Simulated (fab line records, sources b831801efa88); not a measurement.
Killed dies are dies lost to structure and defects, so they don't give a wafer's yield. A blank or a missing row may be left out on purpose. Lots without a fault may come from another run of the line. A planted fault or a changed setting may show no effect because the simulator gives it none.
Which tool did it? | flow gf180mcu | 24 lots, 72 wafers sampled, at 6 steps of a route of 602

WHAT THE GAUGES READ, wafer by wafer
GF_M2_CD_MEAS_14: target cd 280 nm. Usual: cd_nm 280.3 nm, standard deviation 1.5.
lot  | measured     | on        | cd_nm (nm)        | flag
L074 | day 19 02:36 | cd_sem-02 | 281.7 280.4 280.3 |
L075 | day 19 07:29 | cd_sem-01 | 279.0 276.6 277.9 |
L076 | day 19 23:11 | cd_sem-01 | 277.6 277.6 276.9 |
L077 | day 20 11:19 | cd_sem-01 | 282.9 283.1 281.6 |
L078 | day 20 22:05 | cd_sem-02 | 278.9 278.4 277.9 |
L079 | day 21 05:25 | cd_sem-02 | 277.6 278.0 279.3 |
L081 | day 21 23:03 | cd_sem-01 | 279.2 278.8 279.3 |
L080 | day 22 01:26 | cd_sem-01 | 281.3 281.9 282.0 |
L082 | day 22 10:07 | cd_sem-01 | 281.6 282.8 282.0 |
L083 | day 22 16:19 | cd_sem-01 | 280.4 280.3 280.4 |
L084 | day 23 04:38 | cd_sem-02 | 279.7 279.1 279.9 |
L085 | day 23 09:37 | cd_sem-02 | 281.1 281.8 280.9 |
L086 | day 23 15:17 | cd_sem-01 | 279.4 278.9 278.8 |
L087 | day 24 04:53 | cd_sem-02 | 282.0 280.1 281.8 |
L088 | day 24 07:52 | cd_sem-01 | 278.4 280.0 279.3 |
L089 | day 24 16:24 | cd_sem-01 | 279.4 279.7 280.3 |
L090 | day 25 00:41 | cd_sem-01 | 280.1 280.1 280.3 |
L091 | day 25 05:36 | cd_sem-01 | 283.1 282.6 281.9 |
L092 | day 25 11:49 | cd_sem-01 | 282.0 281.1 281.7 |
L093 | day 25 18:28 | cd_sem-01 | 278.1 279.0 279.2 |
L094 | day 26 04:11 | cd_sem-02 | 280.7 281.5 281.0 |
L095 | day 26 14:38 | cd_sem-02 | 282.5 281.9 280.6 |
L096 | day 26 20:31 | cd_sem-01 | 279.6 281.7 281.3 |
L097 | day 26 23:45 | cd_sem-01 | 280.1 280.6 279.9 |

GF_V4_CD_MEAS_14: target cd 260 nm. Usual: cd_nm 260.3 nm, standard deviation 1.1.
lot  | measured     | on        | cd_nm (nm)        | flag
L074 | day 24 07:20 | cd_sem-02 | 259.4 260.2 259.3 |
L075 | day 24 11:20 | cd_sem-01 | 261.7 261.9 260.9 |
L076 | day 25 01:08 | cd_sem-01 | 260.3 260.4 261.8 |
L077 | day 25 12:43 | cd_sem-01 | 261.2 261.7 262.1 |
L078 | day 25 22:48 | cd_sem-02 | 260.0 261.4 260.6 |
L079 | day 26 03:52 | cd_sem-02 | 259.1 259.3 259.2 |
L081 | day 26 20:09 | cd_sem-02 | 257.5 259.3 258.6 |
L080 | day 26 23:24 | cd_sem-01 | 259.3 259.3 259.8 |
L082 | day 27 07:15 | cd_sem-01 | 260.4 260.6 261.3 |
L083 | day 27 10:27 | cd_sem-01 | 259.3 259.2 259.0 |
L084 | day 27 22:36 | cd_sem-02 | 261.5 261.9 262.4 |
L085 | day 28 02:21 | cd_sem-02 | 260.5 260.8 260.9 |
L086 | day 28 07:19 | cd_sem-01 | 260.8 261.3 260.4 |
L087 | day 28 19:25 | cd_sem-01 | 261.7 261.6 261.0 |
L088 | day 28 23:46 | cd_sem-02 | 261.6 261.9 261.3 |
L089 | day 29 05:14 | cd_sem-01 | 258.0 258.5 258.9 |
L090 | day 29 14:35 | cd_sem-01 | 260.9 260.2 260.1 |
L091 | day 29 16:57 | cd_sem-02 | 261.6 260.5 259.6 |
L092 | day 30 00:07 | cd_sem-01 | 261.0 259.7 260.0 |
L093 | day 30 04:46 | cd_sem-01 | 259.2 259.9 259.3 |
L094 | day 30 13:32 | cd_sem-02 | 260.0 259.6 259.6 |
L095 | day 30 22:47 | cd_sem-01 | 260.0 260.6 260.4 |
L096 | day 31 02:36 | cd_sem-02 | 260.2 259.6 259.3 |
L097 | day 31 05:50 | cd_sem-01 | 261.0 261.9 259.9 |

GF_V4_THK_MEAS_25: measures by xrf. Usual: V4_W_THK 356 nm, standard deviation 5.7.
lot  | measured     | on            | V4_W_THK (nm) | flag
L074 | day 24 08:29 | film_metro-04 | 351 348 347   |
L075 | day 24 12:29 | film_metro-03 | 359 353 360   |
L076 | day 25 02:19 | film_metro-03 | 354 364 357   |
L077 | day 25 13:51 | film_metro-04 | 355 362 353   |
L078 | day 25 23:57 | film_metro-03 | 360 355 361   |
L079 | day 26 05:00 | film_metro-03 | 371 369 369   |
L081 | day 26 21:19 | film_metro-03 | 361 370 357   |
L080 | day 27 00:35 | film_metro-03 | 356 357 355   |
L082 | day 27 08:26 | film_metro-02 | 355 363 351   |
L083 | day 27 11:45 | film_metro-04 | 354 349 350   |
L084 | day 27 23:45 | film_metro-03 | 359 353 351   |
L085 | day 28 03:29 | film_metro-03 | 361 353 355   |
L086 | day 28 08:28 | film_metro-02 | 351 354 352   |
L087 | day 28 20:58 | film_metro-04 | 352 351 352   |
L088 | day 29 00:56 | film_metro-04 | 352 347 354   |
L089 | day 29 06:23 | film_metro-04 | 353 350 347   |
L090 | day 29 15:44 | film_metro-02 | 356 349 349   |
L091 | day 29 18:06 | film_metro-03 | 356 362 359   |
L092 | day 30 01:37 | film_metro-04 | 350 354 351   |
L093 | day 30 06:19 | film_metro-04 | 354 351 357   |
L094 | day 30 14:40 | film_metro-04 | 358 358 356   |
L095 | day 30 23:58 | film_metro-04 | 361 358 357   |
L096 | day 31 03:45 | film_metro-03 | 350 363 366   |
L097 | day 31 06:59 | film_metro-02 | 358 356 347   |

GF_V5_THK_MEAS_25: measures by xrf. Usual: V5_W_THK 358 nm, standard deviation 7.7.
lot  | measured     | on            | V5_W_THK (nm) | flag
L074 | day 27 04:28 | film_metro-01 | 356 355 357   |
L075 | day 27 07:57 | film_metro-02 | 351 363 365   |
L076 | day 27 20:59 | film_metro-01 | 363 360 357   |
L077 | day 28 07:21 | film_metro-01 | 357 366 356   |
L078 | day 28 16:18 | film_metro-03 | 365 353 360   |
L079 | day 28 21:00 | film_metro-02 | 359 350 350   |
L081 | day 29 11:49 | film_metro-02 | 344 347 345   |
L080 | day 29 13:38 | film_metro-03 | 367 358 355   |
L082 | day 29 22:26 | film_metro-03 | 361 363 360   |
L083 | day 30 01:55 | film_metro-02 | 348 339 349   |
L084 | day 30 12:00 | film_metro-03 | 373 362 361   |
L085 | day 30 16:04 | film_metro-01 | 365 365 363   |
L086 | day 30 21:01 | film_metro-02 | 354 359 350   |
L087 | day 31 06:41 | film_metro-01 | 360 366 361   |
L088 | day 31 11:58 | film_metro-02 | 354 346 345   |
L089 | day 31 16:25 | film_metro-03 | 359 363 358   |
L090 | day 32 00:43 | film_metro-01 | 360 359 359   |
L091 | day 32 03:37 | film_metro-02 | 355 357 361   |
L092 | day 32 10:07 | film_metro-02 | 359 357 349   |
L093 | day 32 14:38 | film_metro-01 | 371 372 367   |
L094 | day 32 20:50 | film_metro-01 | 372 368 371   |
L095 | day 33 06:15 | film_metro-02 | 351 343 350   |
L096 | day 33 09:54 | film_metro-01 | 361 370 366   |
L097 | day 33 11:29 | film_metro-02 | 343 349 349   |

WHICH TOOL RAN EACH LOT (tool, then ch and the chambers of the sampled wafers, then the start)
lot  | GF_MIM_SPUTTER_00            | GF_MIM_SPUTTER_07
L074 | pvd_sputter-01, day 24 08:51 | pvd_sputter-03, day 24 09:11
L075 | pvd_sputter-01, day 24 12:56 | pvd_sputter-03, day 24 13:15
L076 | pvd_sputter-01, day 25 02:41 | pvd_sputter-03, day 25 03:00
L077 | pvd_sputter-02, day 25 14:12 | pvd_sputter-01, day 25 14:31
L078 | pvd_sputter-03, day 26 00:19 | pvd_sputter-03, day 26 00:37
L079 | pvd_sputter-01, day 26 05:21 | pvd_sputter-02, day 26 05:40
L081 | pvd_sputter-01, day 26 21:40 | pvd_sputter-02, day 26 21:59
L080 | pvd_sputter-01, day 27 00:57 | pvd_sputter-02, day 27 01:16
L082 | pvd_sputter-02, day 27 08:47 | pvd_sputter-03, day 27 09:06
L083 | pvd_sputter-03, day 27 12:19 | pvd_sputter-02, day 27 12:38
L084 | pvd_sputter-02, day 28 00:07 | pvd_sputter-03, day 28 00:25
L085 | pvd_sputter-01, day 28 03:50 | pvd_sputter-02, day 28 04:10
L086 | pvd_sputter-02, day 28 08:48 | pvd_sputter-01, day 28 09:07
L087 | pvd_sputter-03, day 28 21:18 | pvd_sputter-01, day 28 21:37
L088 | pvd_sputter-01, day 29 01:17 | pvd_sputter-02, day 29 01:35
L089 | pvd_sputter-02, day 29 06:45 | pvd_sputter-01, day 29 07:04
L090 | pvd_sputter-01, day 29 16:05 | pvd_sputter-01, day 29 16:25
L091 | pvd_sputter-02, day 29 18:27 | pvd_sputter-03, day 29 18:46
L092 | pvd_sputter-03, day 30 01:58 | pvd_sputter-03, day 30 02:16
L093 | pvd_sputter-02, day 30 06:40 | pvd_sputter-03, day 30 06:59
L094 | pvd_sputter-02, day 30 15:00 | pvd_sputter-01, day 30 15:19
L095 | pvd_sputter-02, day 31 00:19 | pvd_sputter-03, day 31 00:38
L096 | pvd_sputter-02, day 31 04:06 | pvd_sputter-01, day 31 04:25
L097 | pvd_sputter-01, day 31 07:20 | pvd_sputter-03, day 31 07:40
- GF_MIM_SPUTTER_00: material Ti, target thk 37.5 nm, time 150 s.
- GF_MIM_SPUTTER_07: material TiN, target thk 60 nm, time 50 s.

WHAT THE TOOLS THEMSELVES READ (means of the sampled wafers that have a number; where no wafer has one, the mark that the record gives instead)
GF_MIM_SPUTTER_00. Usual: cathode_dc_power_W 4000.0 W, standard deviation 0.72; throttle_valve_pct 29.7 %, standard deviation 0.85.
lot  | tool           | cathode_dc_power_W (W) | throttle_valve_pct (%) | flag
L074 | pvd_sputter-01 | 4000.6                 | 28.8                   |
L075 | pvd_sputter-01 | 3999.1                 | 29.4                   |
L076 | pvd_sputter-01 | 4000.6                 | 29.3                   |
L077 | pvd_sputter-02 | 3999.3                 | 29.2                   |
L078 | pvd_sputter-03 | 3999.9                 | 30.7                   |
L079 | pvd_sputter-01 | 4000.1                 | 29.4                   |
L081 | pvd_sputter-01 | 4000.2                 | 29.7                   |
L080 | pvd_sputter-01 | 4000.2                 | 29.6                   |
L082 | pvd_sputter-02 | 3999.1                 | 29.4                   |
L083 | pvd_sputter-03 | 3999.9                 | 31.2                   |
L084 | pvd_sputter-02 | 3999.5                 | 29.1                   |
L085 | pvd_sputter-01 | 4000.2                 | 29.8                   |
L086 | pvd_sputter-02 | 4000.2                 | 29.1                   |
L087 | pvd_sputter-03 | 4000.3                 | 30.5                   |
L088 | pvd_sputter-01 | 3999.1                 | 30.1                   |
L089 | pvd_sputter-02 | 3999.9                 | 29.4                   |
L090 | pvd_sputter-01 | 3999.6                 | 29.6                   |
L091 | pvd_sputter-02 | 4000.2                 | 29.1                   |
L092 | pvd_sputter-03 | 3999.8                 | 31.0                   |
L093 | pvd_sputter-02 | 4000.3                 | 29.4                   |
L094 | pvd_sputter-02 | 3999.7                 | 29.4                   |
L095 | pvd_sputter-02 | 4000.0                 | 29.1                   |
L096 | pvd_sputter-02 | 4000.2                 | 29.4                   |
L097 | pvd_sputter-01 | 3999.6                 | 29.2                   |

GF_MIM_SPUTTER_07. Usual: cathode_dc_power_W 6500.1 W, standard deviation 1.1; throttle_valve_pct 30.1 %, standard deviation 0.98.
lot  | tool           | cathode_dc_power_W (W) | throttle_valve_pct (%) | flag
L074 | pvd_sputter-03 | 6500.4                 | 30.5                   |
L075 | pvd_sputter-03 | 6499.6                 | 30.7                   |
L076 | pvd_sputter-03 | 6500.3                 | 30.5                   |
L077 | pvd_sputter-01 | 6499.5                 | 29.4                   |
L078 | pvd_sputter-03 | 6500.9                 | 30.7                   |
L079 | pvd_sputter-02 | 6499.9                 | 29.0                   |
L081 | pvd_sputter-02 | 6499.9                 | 29.2                   |
L080 | pvd_sputter-02 | 6499.7                 | 29.1                   |
L082 | pvd_sputter-03 | 6500.6                 | 29.8                   |
L083 | pvd_sputter-02 | 6499.8                 | 29.4                   |
L084 | pvd_sputter-03 | 6499.4                 | 31.0                   |
L085 | pvd_sputter-02 | 6500.4                 | 29.0                   |
L086 | pvd_sputter-01 | 6499.9                 | 30.0                   |
L087 | pvd_sputter-01 | 6500.5                 | 29.9                   |
L088 | pvd_sputter-02 | 6500.5                 | 29.8                   |
L089 | pvd_sputter-01 | 6500.1                 | 29.6                   |
L090 | pvd_sputter-01 | 6499.1                 | 29.2                   |
L091 | pvd_sputter-03 | 6500.0                 | 30.8                   |
L092 | pvd_sputter-03 | 6500.0                 | 31.1                   |
L093 | pvd_sputter-03 | 6499.6                 | 30.5                   |
L094 | pvd_sputter-01 | 6500.5                 | 29.9                   |
L095 | pvd_sputter-03 | 6500.4                 | 31.1                   |
L096 | pvd_sputter-01 | 6500.7                 | 29.6                   |
L097 | pvd_sputter-03 | 6500.5                 | 31.1                   |

THE ANSWER, worked out from the rows above alone
Rule: a lot is off if the mean of its wafers that have a number lies more than 3 standard deviations from the usual mean. A lot without any number at a reading at which 4 lots or more have one is off too. The other lots that the step has rows for count as sound. The gauges are gone through in route order, then the tools' own readings, and for those a lot's mean is taken as printed above. The first step at which some lot is off is used, and at that step the reading that is off furthest; a lot without a number counts as furthest.
No lot is off at any reading shown: from this, nothing can be told.

WHAT THE SIMULATOR HAD PUT IN
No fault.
